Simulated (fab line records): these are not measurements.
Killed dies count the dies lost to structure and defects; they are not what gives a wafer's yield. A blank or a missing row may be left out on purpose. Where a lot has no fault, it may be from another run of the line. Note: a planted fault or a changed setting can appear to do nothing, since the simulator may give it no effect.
Which tool is to blame?	flow gf180mcu	24 lots, 72 wafers sampled, at 5 steps of a route of 602

## WHAT EACH GAUGE READ, for each wafer
GF_M5_OVL_MEAS_08.
lot	measured	on	M5_OVL (nm)
L074	day 26 08:28	overlay-01	-11 4 -3
L075	day 26 17:04	overlay-01	-3 5 -2
L076	day 26 19:37	overlay-02	-5 2 -10
L077	day 27 11:10	overlay-01	16 9 22
L078	day 27 17:05	overlay-01	-6 2 -11
L079	day 28 02:16	overlay-02	-9 -2 6
L080	day 28 03:46	overlay-01	-4 -3 1
L081	day 28 14:58	overlay-02	6 8 4
L082	day 28 17:38	overlay-02	8 6 16
L083	day 28 21:49	overlay-02	8 1 6
L084	day 29 14:01	overlay-01	10 8 8
L085	day 30 01:22	overlay-01	8 14 -12
L086	day 30 02:19	overlay-02	-3 0 8
L087	day 30 07:40	overlay-01	-8 -9 -11
L088	day 30 11:31	overlay-02	4 -1 4
L089	day 30 17:10	overlay-02	-10 -17 2
L090	day 31 03:49	overlay-01	-2 7 6
L091	day 31 08:01	overlay-02	7 -3 10
L092	day 31 12:43	overlay-02	-10 -16 -17
L093	day 31 20:04	overlay-02	-2 -9 8
L094	day 32 03:10	overlay-01	4 2 -5
L095	day 32 14:19	overlay-02	-11 -12 4
L096	day 32 15:16	overlay-02	-12 -7 -12
L097	day 32 19:10	overlay-02	15 4 12

GF_V5_BOW_MEAS_05.
lot	measured	on	V5_BOW (um)
L074	day 26 09:48	film-metro-03	132 128 136
L075	day 26 18:29	film-metro-04	129 139 139
L076	day 26 21:04	film-metro-04	127 135 126
L077	day 27 12:29	film-metro-04	143 150 140
L078	day 27 18:23	film-metro-01	152 147 151
L079	day 28 03:46	film-metro-04	132 134 129
L080	day 28 05:03	film-metro-03	127 124 134
L081	day 28 16:19	film-metro-03	120 117 119
L082	day 28 19:08	film-metro-01	136 126 122
L083	day 28 23:08	film-metro-03	137 157 139
L084	day 29 15:26	film-metro-03	151 141 139
L085	day 30 02:40	film-metro-03	147 141 146
L086	day 30 03:37	film-metro-03	132 129 137
L087	day 30 08:59	film-metro-03	129 137 131
L088	day 30 12:52	film-metro-01	148 143 144
L089	day 30 18:29	film-metro-03	138 134 134
L090	day 31 05:21	film-metro-04	131 142 125
L091	day 31 09:25	film-metro-04	123 137 117
L092	day 31 14:04	film-metro-01	128 132 132
L093	day 31 21:32	film-metro-03	152 156 150
L094	day 32 04:37	film-metro-01	123 130 125
L095	day 32 15:41	film-metro-04	137 141 149
L096	day 32 16:42	film-metro-03	141 129 128
L097	day 32 20:31	film-metro-03	125 138 131

GF_V5_OVL_MEAS_15.
lot	measured	on	V5_OVL (nm)
L074	day 27 05:44	overlay-01	-6 -7 1
L075	day 27 15:07	overlay-02	-3 3 2
L076	day 27 17:41	overlay-02	0 -1 -2
L077	day 28 08:52	overlay-02	-8 1 -8
L078	day 28 13:20	overlay-01	-6 -9 -13
L079	day 28 22:16	overlay-01	12 14 18
L080	day 29 00:16	overlay-02	3 1 -3
L081	day 29 11:46	overlay-01	-2 -6 -5
L082	day 29 14:22	overlay-01	-4 -1 -4
L083	day 29 18:25	overlay-01	-5 4 1
L084	day 30 09:49	overlay-02	-1 -3 -11
L085	day 30 21:05	overlay-01	1 -6 -1
L086	day 30 21:26	overlay-02	7 10 9
L087	day 31 03:10	overlay-02	-9 -2 -5
L088	day 31 06:52	overlay-02	-8 -7 7
L089	day 31 12:07	overlay-01	8 -1 5
L090	day 31 22:26	overlay-01	-1 -1 2
L091	day 32 02:10	overlay-02	-6 -1 -8
L092	day 32 07:26	overlay-02	1 1 3
L093	day 32 14:58	overlay-02	1 -3 2
L094	day 32 21:11	overlay-01	-1 -4 -2
L095	day 33 07:25	overlay-01	0 -3 3
L096	day 33 08:22	overlay-02	1 -6 -8
L097	day 33 12:28	overlay-02	-6 3 0

GF_TOP_METAL_OVL_MEAS_15.
lot	measured	on	TOP_METAL_OVL (nm)
L074	day 28 03:23	overlay-01	-1.0 -2.4 -1.5
L075	day 28 12:13	overlay-01	0.3 0.1 2.3
L076	day 28 14:56	overlay-01	-1.9 -1.0 -0.2
L077	day 29 05:41	overlay-02	-0.9 -0.3 -3.5
L078	day 29 10:37	overlay-02	0.0 0.2 0.0
L079	day 29 19:20	overlay-02	-0.8 -0.6 0.0
L080	day 29 20:40	overlay-01	2.1 1.9 2.9
L081	day 30 08:08	overlay-01	0.3 1.7 2.2
L082	day 30 10:53	overlay-02	0.4 0.6 1.0
L083	day 30 14:19	overlay-02	-0.7 0.0 -0.2
L084	day 31 05:46	overlay-01	1.5 1.3 0.5
L085	day 31 15:50	overlay-01	-0.2 -1.1 0.0
L086	day 31 16:01	overlay-02	-0.2 -0.2 -0.5
L087	day 31 21:37	overlay-01	0.2 1.6 1.2
L088	day 32 01:31	overlay-01	-0.2 1.6 -0.2
L089	day 32 06:29	overlay-02	0.0 -0.1 1.1
L090	day 32 17:13	overlay-02	1.0 1.5 2.5
L091	day 32 20:34	overlay-02	-1.5 -0.3 1.1
L092	day 33 01:40	overlay-01	0.0 1.3 -1.1
L093	day 33 08:01	overlay-02	-1.0 -0.6 0.7
L094	day 33 14:19	overlay-02	-1.7 0.9 -1.0
L095	day 34 01:10	overlay-02	0.2 -0.4 -1.2
L096	day 34 02:05	overlay-01	1.9 0.0 0.4
L097	day 34 05:04	overlay-02	1.2 -2.2 0.2

## WHAT TOOL EACH LOT RAN ON (gives the tool, then ch and the chambers of the sampled wafers, and finally the start)
lot	GF_MIM_SPUTTER_08
L074	pvd-sputter-04, day 24 13:58
L075	pvd-sputter-04, day 24 22:46
L076	pvd-sputter-04, day 25 02:33
L077	pvd-sputter-03, day 25 17:08
L078	pvd-sputter-01, day 25 23:50
L079	pvd-sputter-04, day 26 09:16
L080	pvd-sputter-03, day 26 11:11
L081	pvd-sputter-01, day 26 22:34
L082	pvd-sputter-01, day 27 01:22
L083	pvd-sputter-01, day 27 08:14
L084	pvd-sputter-03, day 27 22:25
L085	pvd-sputter-04, day 28 10:46
L086	pvd-sputter-04, day 28 11:11
L087	pvd-sputter-01, day 28 17:50
L088	pvd-sputter-03, day 28 21:10
L089	pvd-sputter-03, day 29 02:58
L090	pvd-sputter-01, day 29 14:46
L091	pvd-sputter-03, day 29 19:16
L092	pvd-sputter-04, day 30 00:12
L093	pvd-sputter-01, day 30 08:20
L094	pvd-sputter-01, day 30 15:53
L095	pvd-sputter-01, day 31 03:34
L096	pvd-sputter-01, day 31 04:47
L097	pvd-sputter-03, day 31 10:04
- GF_MIM_SPUTTER_08: material AlCu, target thk 200 nm, time 10.6 s.

## WHAT THE TOOLS THEMSELVES READ (means of the sampled wafers that have a number; where no wafer has one, the mark that the record gives instead)
GF_MIM_SPUTTER_08.
lot	tool	throttle-valve-pct (%)
L074	pvd-sputter-04	29.8
L075	pvd-sputter-04	29.7
L076	pvd-sputter-04	29.8
L077	pvd-sputter-03	31.4
L078	pvd-sputter-01	29.7
L079	pvd-sputter-04	30.8
L080	pvd-sputter-03	32.4
L081	pvd-sputter-01	29.7
L082	pvd-sputter-01	30.5
L083	pvd-sputter-01	30.1
L084	pvd-sputter-03	30.9
L085	pvd-sputter-04	29.7
L086	pvd-sputter-04	29.5
L087	pvd-sputter-01	29.7
L088	pvd-sputter-03	30.9
L089	pvd-sputter-03	31.6
L090	pvd-sputter-01	29.7
L091	pvd-sputter-03	30.1
L092	pvd-sputter-04	31.1
L093	pvd-sputter-01	30.2
L094	pvd-sputter-01	30.1
L095	pvd-sputter-01	29.6
L096	pvd-sputter-01	30.1
L097	pvd-sputter-03	30.8

## THE ANSWER, worked out from the rows above alone
Rule: the usual values come from the lots themselves. Put in order of their means at a reading, lots are off if they are a third of the lots or fewer, leave a main group of 4 or more, and stand apart from it by a gap of 3 or more times the standard deviation of the main group's means; of several such gaps the widest counts. The tables above print the reading to a certain number of digits; a main group whose means all agree to those digits is not used. Also off: a lot with no number at a reading for which 4 or more lots have one. All remaining lots with rows at the step are treated as sound. The gauges are gone through in route order, then the tools' own readings, and for those a lot's mean is taken as printed above. The first step at which some lot is off is used, and at that step the reading that is off furthest; a lot without a number counts as furthest.
No lot is off at any reading shown: from this, nothing can be told.

## WHAT HAD BEEN PUT IN BY THE SIMULATOR
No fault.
